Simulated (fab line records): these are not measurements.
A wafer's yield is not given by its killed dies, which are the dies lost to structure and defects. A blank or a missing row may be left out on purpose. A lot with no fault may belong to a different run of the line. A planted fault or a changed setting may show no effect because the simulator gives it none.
Chamber matching | flow sky130 | rie-si-01 running SKY_POLY_GATE_ETCH_17: 4 sister chambers
The step etches poly-Si in HBr/Cl2, stops on SiO2, target depth 180 nm, time 70.5 s. 4 wafers are shown with their chamber, then 7 later ones without.

WAFERS PAIRED WITH THEIR CHAMBERS
wafer  | chamber | drypump-motor-current-A (A)
L271.1 | 3       | 5.4
L277.4 | 2       | 5.1
L277.6 | 0       | 6.3
L281.5 | 1       | 6.6

WAFERS WITH NO CHAMBER GIVEN
wafer  | drypump-motor-current-A (A)
L281.6 | 5.1
L282.1 | 6.2
L282.4 | 5.1
L282.5 | 5.4
L288.2 | 5.1
L288.3 | 5.4
L288.5 | 5.4

THE CHAMBER EACH PASSED THROUGH
wafer  | from the rows above | in truth
L281.6 | 2                   | 2
L282.1 | 0                   | 0
L282.4 | 2                   | 2
L282.5 | 3                   | 3
L288.2 | 2                   | 2
L288.3 | 3                   | 3
L288.5 | 3                   | 3
Correct placement for 7 of the 7. From these rows, 0 cannot be placed. Wrongly placed: 0.
How it was worked out, from the rows above alone: a wafer's distance from a chamber is the root of the sum, over the readings, of the square of ((its reading less the chamber's mean) divided by the reading's scatter). The wafer belongs to the nearest chamber; if the next one is less than 2 further off, it can't be placed. A chamber's mean is the mean of its shown wafers. The scatter (one wafer shown for each chamber): square how far every hidden wafer sits from the nearest shown wafer, average those squares and take the square root.
